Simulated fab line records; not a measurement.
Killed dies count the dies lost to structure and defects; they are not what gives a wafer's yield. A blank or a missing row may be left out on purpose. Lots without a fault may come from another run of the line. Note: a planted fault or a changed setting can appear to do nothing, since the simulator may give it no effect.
Which tool did it? | flow sky130 | 24 lots with 72 wafers sampled at 6 steps, on a route of 708 steps

== WHAT THE GAUGES READ, wafer by wafer ==
SKY_CAPM_OVL_MEAS_12.
lot  | measured     | on         | CAPM_OVL (nm)
L075 | day 37 09:19 | overlay-01 | 0.1 0.7 0.0
L074 | day 37 10:19 | overlay-01 | 1.1 0.8 0.0
L076 | day 37 18:56 | overlay-01 | 0.5 -0.2 -0.5
L077 | day 38 00:25 | overlay-02 | -0.5 -2.6 -1.9
L078 | day 38 05:25 | overlay-01 | 2.7 -0.4 1.2
L079 | day 38 16:40 | overlay-02 | -0.4 0.8 1.3
L080 | day 38 22:56 | overlay-02 | -1.3 -0.3 -1.1
L081 | day 39 21:16 | overlay-02 | 0.3 1.4 0.3
L082 | day 40 01:17 | overlay-01 | -0.9 0.5 -2.1
L083 | day 40 02:01 | overlay-02 | 1.7 1.1 0.4
L084 | day 40 11:43 | overlay-02 | 0.3 2.9 0.7
L085 | day 40 14:23 | overlay-01 | 0.0 -0.6 -0.1
L087 | day 41 14:59 | overlay-02 | -0.1 -1.7 1.7
L086 | day 41 17:34 | overlay-01 | -0.4 0.4 -1.2
L088 | day 41 19:23 | overlay-01 | -0.3 -1.3 -1.4
L089 | day 42 05:37 | overlay-01 | -0.2 0.9 0.7
L092 | day 42 08:13 | overlay-02 | -0.4 0.2 -1.7
L090 | day 42 09:49 | overlay-01 | 0.4 -1.3 1.4
L091 | day 42 12:02 | overlay-01 | 1.1 1.1 0.6
L093 | day 42 14:58 | overlay-01 | -0.8 -0.1 0.4
L094 | day 42 21:07 | overlay-02 | 2.8 -0.7 0.8
L095 | day 43 04:37 | overlay-01 | 0.3 0.9 0.4
L096 | day 43 13:25 | overlay-02 | -0.7 -0.6 -0.2
L097 | day 43 21:14 | overlay-02 | 0.3 0.4 1.2

SKY_CAP2M_THK_MEAS_04: measures by xrf.
lot  | measured     | on            | CAP2M_TIN_THK (nm)
L075 | day 39 15:19 | film-metro-03 | 195.7 195.9 195.7
L074 | day 39 16:45 | film-metro-02 | 195.9 195.8 194.2
L076 | day 40 00:57 | film-metro-02 | 193.1 192.0 191.2
L077 | day 40 05:34 | film-metro-03 | 193.4 194.0 196.4
L078 | day 40 12:16 | film-metro-01 | 197.7 196.4 195.7
L079 | day 40 22:14 | film-metro-01 | 198.2 193.7 196.2
L080 | day 41 04:05 | film-metro-02 | 190.2 193.6 191.1
L081 | day 42 01:52 | film-metro-01 | 196.0 196.2 194.6
L082 | day 42 04:25 | film-metro-02 | 190.4 189.0 190.8
L083 | day 42 05:43 | film-metro-02 | 193.8 194.1 194.7
L084 | day 42 14:41 | film-metro-03 | 196.4 197.1 196.3
L085 | day 42 16:58 | film-metro-02 | 193.7 194.8 190.6
L087 | day 43 17:31 | film-metro-02 | 195.3 195.9 194.9
L086 | day 43 18:42 | film-metro-02 | 196.7 197.7 197.1
L088 | day 43 20:58 | film-metro-01 | 192.4 193.8 193.5
L089 | day 44 08:06 | film-metro-02 | 190.0 191.1 193.3
L092 | day 44 10:13 | film-metro-03 | 196.3 195.9 196.7
L090 | day 44 12:49 | film-metro-01 | 197.8 198.6 199.4
L091 | day 44 13:52 | film-metro-03 | 195.5 195.8 194.6
L093 | day 44 16:49 | film-metro-02 | 195.8 191.3 193.5
L094 | day 44 21:24 | film-metro-02 | 192.6 192.5 193.5
L095 | day 45 06:08 | film-metro-01 | 195.9 194.1 191.6
L096 | day 45 13:50 | film-metro-01 | 197.0 196.5 196.0
L097 | day 45 21:31 | film-metro-03 | 203.6 201.8 202.7

SKY_PASSIVATION_THK_MEAS_03.
lot  | measured     | on            | PASSIVATION_CVD_02_THK (nm)
L075 | day 43 17:11 | film-metro-01 | 531 536 533
L074 | day 43 19:08 | film-metro-02 | 527 532 527
L076 | day 44 02:58 | film-metro-04 | 532 551 540
L077 | day 44 06:25 | film-metro-02 | 541 548 539
L078 | day 44 12:57 | film-metro-04 | 538 540 546
L079 | day 44 22:27 | film-metro-01 | 532 519 542
L080 | day 45 03:36 | film-metro-04 | 530 546 537
L081 | day 46 00:26 | film-metro-04 | 518 527 531
L082 | day 46 02:16 | film-metro-02 | 528 534 539
L083 | day 46 03:25 | film-metro-01 | 534 532 545
L084 | day 46 11:08 | film-metro-02 | 529 539 543
L085 | day 46 13:10 | film-metro-04 | 532 552 555
L087 | day 47 09:20 | film-metro-02 | 540 544 551
L086 | day 47 11:06 | film-metro-02 | 539 543 544
L088 | day 47 12:31 | film-metro-01 | 525 542 539
L089 | day 47 23:40 | film-metro-01 | 529 536 540
L092 | day 48 01:33 | film-metro-01 | 537 545 539
L090 | day 48 02:43 | film-metro-04 | 529 532 536
L091 | day 48 04:14 | film-metro-01 | 540 545 539
L093 | day 48 05:27 | film-metro-04 | 530 531 545
L094 | day 48 09:42 | film-metro-01 | 539 542 544
L095 | day 48 17:18 | film-metro-01 | 536 524 533
L096 | day 49 00:15 | film-metro-01 | 532 537 548
L097 | day 49 05:46 | film-metro-04 | 539 542 540

== TOOL THAT RAN EACH LOT (tool first, then ch and the chambers of the sampled wafers, then the start) ==
lot  | SKY_CAP2M_CVD_00                | SKY_VIA4_CMP_02               | SKY_METAL5_SPUTTER_00
L075 | pecvd-03 ch 1,2, day 39 15:00   | cmp-01 ch 0,1,2, day 41 17:01 | pvd-sputter-01, day 42 16:56
L074 | pecvd-04 ch 0,1,2, day 39 16:26 | cmp-02 ch 0,1, day 41 19:19   | pvd-sputter-03, day 42 18:45
L076 | pecvd-02 ch 0,1, day 40 00:37   | cmp-02 ch 1,2, day 42 02:28   | pvd-sputter-01, day 43 02:31
L077 | pecvd-03 ch 0,1, day 40 05:14   | cmp-02 ch 1,2, day 42 06:04   | pvd-sputter-03, day 43 06:03
L078 | pecvd-02 ch 0,1,2, day 40 11:57 | cmp-01 ch 0,1,2, day 42 12:37 | pvd-sputter-03, day 43 12:40
L079 | pecvd-04 ch 0,1, day 40 21:55   | cmp-01 ch 0,2,3, day 42 22:04 | pvd-sputter-01, day 43 22:56
L080 | pecvd-02 ch 0,2, day 41 03:46   | cmp-02 ch 1,2, day 43 03:08   | pvd-sputter-03, day 44 03:59
L081 | pecvd-03 ch 0, day 42 01:32     | cmp-01 ch 0,1,3, day 44 02:08 | pvd-sputter-01, day 45 01:49
L082 | pecvd-02 ch 0,2, day 42 04:05   | cmp-02 ch 0,3, day 44 03:53   | pvd-sputter-02, day 45 03:52
L083 | pecvd-04 ch 0,1,2, day 42 05:23 | cmp-01 ch 0,1,3, day 44 05:26 | pvd-sputter-03, day 45 04:50
L084 | pecvd-04 ch 1,2, day 42 14:23   | cmp-01 ch 2,3, day 44 14:30   | pvd-sputter-03, day 45 13:19
L085 | pecvd-03 ch 0,1,2, day 42 16:38 | cmp-01 ch 0,1,2, day 44 17:04 | pvd-sputter-03, day 45 15:37
L087 | pecvd-02 ch 1,2, day 43 17:11   | cmp-01 ch 0,1, day 45 15:13   | pvd-sputter-01, day 46 12:50
L086 | pecvd-03 ch 0,1, day 43 18:23   | cmp-01 ch 0,1,2, day 45 16:42 | pvd-sputter-03, day 46 14:26
L088 | pecvd-02 ch 0,2, day 43 20:38   | cmp-01 ch 1,2, day 45 18:17   | pvd-sputter-01, day 46 15:46
L089 | pecvd-02 ch 1,2, day 44 07:47   | cmp-02 ch 0,1, day 46 05:23   | pvd-sputter-02, day 47 02:30
L092 | pecvd-04 ch 0,2, day 44 09:53   | cmp-02 ch 0,1,3, day 46 06:53 | pvd-sputter-02, day 47 04:01
L090 | pecvd-02 ch 1,2, day 44 12:30   | cmp-02 ch 0,1, day 46 08:28   | pvd-sputter-03, day 47 06:01
L091 | pecvd-02 ch 0,2, day 44 13:32   | cmp-01 ch 0,1,2, day 46 10:27 | pvd-sputter-01, day 47 07:50
L093 | pecvd-03 ch 0,2, day 44 16:31   | cmp-01 ch 1,2,3, day 46 12:15 | pvd-sputter-01, day 47 09:13
L094 | pecvd-04 ch 0,1, day 44 21:05   | cmp-01 ch 2,3, day 46 16:40   | pvd-sputter-02, day 47 13:21
L095 | pecvd-03 ch 0,1,2, day 45 05:50 | cmp-01 ch 0,1,2, day 47 01:06 | pvd-sputter-01, day 47 21:51
L096 | pecvd-03 ch 0,2, day 45 13:31   | cmp-01 ch 0,2,3, day 47 08:17 | pvd-sputter-03, day 48 04:35
L097 | pecvd-04 ch 0,1, day 45 21:13   | cmp-01 ch 0,1, day 47 13:59   | pvd-sputter-03, day 48 10:14
- SKY_CAP2M_CVD_00: deposits SiO2, target thk 15.5 nm.
- SKY_VIA4_CMP_02: polishes SiO2.
- SKY_METAL5_SPUTTER_00: material Ti, target thk 15 nm, time 10 s.

== AS READ BY THE TOOLS THEMSELVES (means over the sampled wafers that have a number; for cases with no such wafer, the mark the record gives instead) ==
SKY_CAP2M_CVD_00.
lot  | tool     | heater-power-w (W)
L075 | pecvd-03 | 676
L074 | pecvd-04 | 587
L076 | pecvd-02 | 707
L077 | pecvd-03 | 631
L078 | pecvd-02 | 728
L079 | pecvd-04 | 566
L080 | pecvd-02 | 680
L081 | pecvd-03 | 507
L082 | pecvd-02 | 748
L083 | pecvd-04 | 569
L084 | pecvd-04 | 577
L085 | pecvd-03 | 609
L087 | pecvd-02 | 712
L086 | pecvd-03 | 608
L088 | pecvd-02 | 732
L089 | pecvd-02 | 761
L092 | pecvd-04 | 647
L090 | pecvd-02 | 623
L091 | pecvd-02 | 726
L093 | pecvd-03 | 626
L094 | pecvd-04 | 614
L095 | pecvd-03 | 642
L096 | pecvd-03 | 575
L097 | pecvd-04 | 600

SKY_VIA4_CMP_02.
lot  | tool   | motor-current-A (A) | platen-rpm (rpm) | retaining-ring-pressure-frac
L075 | cmp-01 | 13.3                | 59.94            | 0.999
L074 | cmp-02 | 10.9                | 60.02            | 1.005
L076 | cmp-02 | 11.3                | 60.02            | 1.003
L077 | cmp-02 | 11.5                | 60.00            | 1.000
L078 | cmp-01 | 13.4                | 59.97            | 1.001
L079 | cmp-01 | 12.9                | 59.98            | 0.997
L080 | cmp-02 | 11.6                | 60.00            | 1.004
L081 | cmp-01 | 13.0                | 59.97            | 1.002
L082 | cmp-02 | 12.0                | 60.01            | 0.995
L083 | cmp-01 | 13.5                | 59.96            | 1.002
L084 | cmp-01 | 12.4                | 59.99            | 1.001
L085 | cmp-01 | 13.5                | 60.02            | 0.998
L087 | cmp-01 | 13.7                | 60.03            | 0.999
L086 | cmp-01 | 13.5                | 59.99            | 1.002
L088 | cmp-01 | 13.4                | 60.01            | 1.002
L089 | cmp-02 | 11.3                | 60.00            | 0.998
L092 | cmp-02 | 11.9                | 59.98            | 0.997
L090 | cmp-02 | 11.0                | 60.01            | 1.005
L091 | cmp-01 | 13.3                | 60.00            | 0.997
L093 | cmp-01 | 13.2                | 60.05            | 0.996
L094 | cmp-01 | 12.5                | 60.02            | 0.996
L095 | cmp-01 | 13.1                | 59.98            | 1.002
L096 | cmp-01 | 12.8                | 60.03            | 1.002
L097 | cmp-01 | 14.3                | 60.00            | 1.000

SKY_METAL5_SPUTTER_00.
lot  | tool           | throttle-valve-pct (%)
L075 | pvd-sputter-01 | 31.0
L074 | pvd-sputter-03 | 30.6
L076 | pvd-sputter-01 | 31.4
L077 | pvd-sputter-03 | 29.0
L078 | pvd-sputter-03 | 30.7
L079 | pvd-sputter-01 | 32.1
L080 | pvd-sputter-03 | 30.5
L081 | pvd-sputter-01 | 31.0
L082 | pvd-sputter-02 | 30.2
L083 | pvd-sputter-03 | 30.0
L084 | pvd-sputter-03 | 31.5
L085 | pvd-sputter-03 | 28.5
L087 | pvd-sputter-01 | 30.1
L086 | pvd-sputter-03 | 31.1
L088 | pvd-sputter-01 | 31.8
L089 | pvd-sputter-02 | 29.1
L092 | pvd-sputter-02 | 30.1
L090 | pvd-sputter-03 | 29.8
L091 | pvd-sputter-01 | 30.3
L093 | pvd-sputter-01 | 31.7
L094 | pvd-sputter-02 | 30.3
L095 | pvd-sputter-01 | 31.4
L096 | pvd-sputter-03 | 30.1
L097 | pvd-sputter-03 | 30.5

== THE ANSWER, worked out from the rows above alone ==
Rule: the usual values come from the lots themselves. The widest of any qualifying gaps counts: lots, ordered by their means at a reading, are off when they make up no more than a third of the lots, leave a main group of 4 or more, and stand apart from it by 3 or more times the standard deviation of that group's means. If all means in a main group match to the digits the tables above print for the reading, that group is not used. A lot without any number at a reading at which 4 lots or more have one is off too. The other lots that the step has rows for count as sound. The gauges are gone through in route order, then the tools' own readings, and for those a lot's mean is taken as printed above. At the first step where some lot is off, the reading lying furthest off is the one used; lots without a number count as furthest.
Across all readings shown, no lot is off: no conclusion can be drawn from this.

== WHAT WAS PUT IN BY THE SIMULATOR ==
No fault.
